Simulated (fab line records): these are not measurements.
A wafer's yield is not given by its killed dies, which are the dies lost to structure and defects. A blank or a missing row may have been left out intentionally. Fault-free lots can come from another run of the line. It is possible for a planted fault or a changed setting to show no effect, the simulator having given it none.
Commonality check across tools + flow gf180mcu + Sampled: 14 lots, 48 wafers

## WHAT PROMPTED THE OPENING
Of 14 lots, 2 have the reading MVPSD_TW flagged at GF_MVPSD_TW_MEAS_11. Fault-free wafers read 557.7, with a standard deviation of 2.7.
Rule: a lot is flagged in two cases, either no wafer of it has a number, or all its wafers with numbers fall more than 4 standard deviations from that mean. All remaining lots are regarded as sound.

| lot  | measured     | on            | MVPSD_TW, wafer by wafer            | flag    |
|------|--------------|---------------|-------------------------------------|---------|
| L536 | day 5 02:02  | film metro-03 | 555.4 555.9 557.2                   |         |
| L537 | day 5 07:03  | film metro-01 | 559.9 555.3 556.5                   |         |
| L540 | day 6 01:58  | film metro-01 | 552.3 559.7 555.0                   |         |
| L541 | day 6 06:40  | film metro-03 | 557.5 555.4 556.6                   |         |
| L542 | day 6 13:31  | film metro-02 | 562.2 561.1 560.8                   |         |
| L544 | day 7 03:26  | film metro-01 | 522.9 528.6 526.4 525.9 523.9 526.6 | FLAGGED |
| L545 | day 7 06:51  | film metro-02 | 530.7 530.9 532.2 530.3 532.6 530.8 | FLAGGED |
| L549 | day 8 04:10  | film metro-01 | 560.6 559.9 559.2                   |         |
| L554 | day 9 16:16  | film metro-01 | 560.2 558.5 560.3                   |         |
| L555 | day 9 23:35  | film metro-01 | 555.8 556.9 559.7                   |         |
| L556 | day 10 04:08 | film metro-02 | 559.5 560.2 560.6                   |         |
| L557 | day 10 11:29 | film metro-01 | 556.0 555.5 558.5                   |         |
| L558 | day 10 11:52 | film metro-02 | 555.4 554.9 558.3                   |         |
| L559 | day 10 17:18 | film metro-02 | 560.1 557.5 559.1                   |         |
On average the flagged lots' numbers are 528.5, which is -29.2 against the usual, or -11 standard deviations.

## WHICH TOOL RAN EACH LOT
The record holds 1 process step before the reading, out of a route of 602 steps. In each cell: the tool, then ch and the chambers that the sampled wafers went through, then the start.
| lot  | flag    | GF_MVPSD_IMPLANT_09             |
|------|---------|---------------------------------|
| L536 |         | implanter-02 ch 0, day 5 01:47  |
| L537 |         | implanter-03 ch 0, day 5 06:48  |
| L540 |         | implanter-02 ch 0, day 6 01:43  |
| L541 |         | implanter-03 ch 0, day 6 06:26  |
| L542 |         | implanter-02 ch 0, day 6 13:18  |
| L544 | FLAGGED | implanter-02, day 7 03:11       |
| L545 | FLAGGED | implanter-03, day 7 06:36       |
| L549 |         | implanter-04 ch 0, day 8 03:56  |
| L554 |         | implanter-02 ch 0, day 9 16:01  |
| L555 |         | implanter-03 ch 0, day 9 23:22  |
| L556 |         | implanter-03 ch 0, day 10 03:56 |
| L557 |         | implanter-03 ch 0, day 10 11:14 |
| L558 |         | implanter-04 ch 0, day 10 11:37 |
| L559 |         | implanter-02 ch 0, day 10 17:03 |
What these steps do:
- GF_MVPSD_IMPLANT_09
- GF_MVPSD_TW_MEAS_11

## FLAGGED AGAINST TOTAL, ONE TOOL AT A TIME (gauges that did the reading follow at the end)
| step                | tool          | lots run | flagged | share of the flagged lots | sound lots run after its first flagged lot |
|---------------------|---------------|----------|---------|---------------------------|--------------------------------------------|
| GF_MVPSD_IMPLANT_09 | implanter-02  | 6        | 1       | some                      | 2 (L554,L559)                              |
| GF_MVPSD_IMPLANT_09 | implanter-03  | 6        | 1       | some                      | 3 (L555,L556,L557)                         |
| GF_MVPSD_IMPLANT_09 | implanter-04  | 2        | 0       | none                      | -                                          |
| GF_MVPSD_TW_MEAS_11 | film metro-01 | 7        | 1       | some                      | 4 (L549,L554,L555,L557)                    |
| GF_MVPSD_TW_MEAS_11 | film metro-02 | 5        | 1       | some                      | 3 (L556,L558,L559)                         |
| GF_MVPSD_TW_MEAS_11 | film metro-03 | 2        | 0       | none                      | -                                          |

## WHAT IS ALLOWED BY THE TABLE
No row of the table ran every flagged lot.

## WHAT HAD BEEN PUT IN BY THE SIMULATOR
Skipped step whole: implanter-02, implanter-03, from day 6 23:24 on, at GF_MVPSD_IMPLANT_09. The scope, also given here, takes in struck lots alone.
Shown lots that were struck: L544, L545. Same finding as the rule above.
